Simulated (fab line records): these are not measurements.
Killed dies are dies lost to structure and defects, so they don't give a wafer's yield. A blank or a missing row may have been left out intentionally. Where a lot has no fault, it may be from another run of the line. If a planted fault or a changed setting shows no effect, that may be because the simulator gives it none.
2 desks, one fault -- flow sfq_line -- only its own numbers are on each desk; what lay behind them is given at the end

== AT THE METROLOGY DESK ==
Lot by lot, what the gauges showed, no matter which tool ran the lot: averages of those sampled wafers that carry a number. A lot is out of limits, marked OUT, if its mean lies more than 4 standard deviations from the usual mean; the brackets give that distance.
Columns: A = M5_OVL at SFQ_M5_OVL_MEAS_932, usual 0 nm
lot,first seen here,A
L806,day 43 17:52,-7
L807,day 43 19:04,2
L811,day 45 14:24,3
L812,day 45 15:35,-7
L813,day 45 16:47,2
L814,day 47 12:32,-3
L816,day 48 10:08,4
L820,day 60 07:05,3
L821,day 60 08:18,-7
L822,day 60 09:30,1
L823,day 60 10:41,1
L824,day 60 11:53,-1
L826,day 60 20:43,4
L828,day 60 23:06,-3
L829,day 61 00:19,2
This desk's verdict: no lot among the 15 shows anything out of limits.

== THE TOOL OWNER'S DESK: rie_diel-03 ==
The tool's own readings at SFQ_TRILAYER_I7_VIA_BARC_OPEN_VIA_ETCH_260 (etches BARC in O2, target depth 125 nm, time 41.7 s): means of the sampled wafers that have a number, for each lot that ran on this tool. A lot is out of limits, marked OUT, if its mean lies more than 4 standard deviations from the usual mean; the brackets give that distance.
Columns: A = chamber_pressure_mTorr at SFQ_TRILAYER_I7_VIA_BARC_OPEN_VIA_ETCH_260, usual 29.998 mTorr; B = drypump_motor_current_A at SFQ_TRILAYER_I7_VIA_BARC_OPEN_VIA_ETCH_260, usual 5.8 A; C = oes_product_au at SFQ_TRILAYER_I7_VIA_BARC_OPEN_VIA_ETCH_260, usual 0.686 a.u.; D = rf_fwd_power_W at SFQ_TRILAYER_I7_VIA_BARC_OPEN_VIA_ETCH_260, usual 494.4 W
lot,first seen here,A,B,C,D
L806,day 64 15:44,30.004,5.8,0.688,493.1
L807,day 64 17:59,30.002,5.9,0.682,492.6
L811,day 67 09:08,30.000,6.1,0.685,494.2
L812,day 67 22:33,30.013,5.9,0.681,416.1 (-43) OUT
L813,day 68 11:19,30.000,5.4,0.683,414.5 (-44) OUT
L814,day 68 23:09,30.018,5.7,0.687,414.6 (-44) OUT
L820,day 72 10:21,29.999,5.7,0.685,493.8
L824,day 78 02:32,29.977,5.7,0.690,493.4
L826,day 78 06:08,29.989,5.2,0.690,493.3
Finding of this desk: L812, L813, L814 out of limits; the first was L812 at day 67 22:33, on rf_fwd_power_W at SFQ_TRILAYER_I7_VIA_BARC_OPEN_VIA_ETCH_260. L806, L807, L811, L820, L824, L826: within limits.

== BROUGHT TOGETHER ==
An alarm could have come from the tool owner's desk at day 67 22:33, on L812, L813, L814.
From the metrology desk's view, nothing was out of limits.
The metrology desk holds a record of L812, L813, L814, inside its limits.
All the named lots went through SFQ_TRILAYER_I7_VIA_BARC_OPEN_VIA_ETCH_260 on rie_diel-03.

== WHAT THE SIMULATOR PUT IN ==
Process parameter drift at SFQ_TRILAYER_I7_VIA_BARC_OPEN_VIA_ETCH_260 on rie_diel-03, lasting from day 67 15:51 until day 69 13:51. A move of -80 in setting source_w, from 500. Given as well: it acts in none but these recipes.
Lots struck among those shown: L812, L813, L814.
Hours from the fault's start to each desk's first reading out of limits: the tool owner's desk, 7.
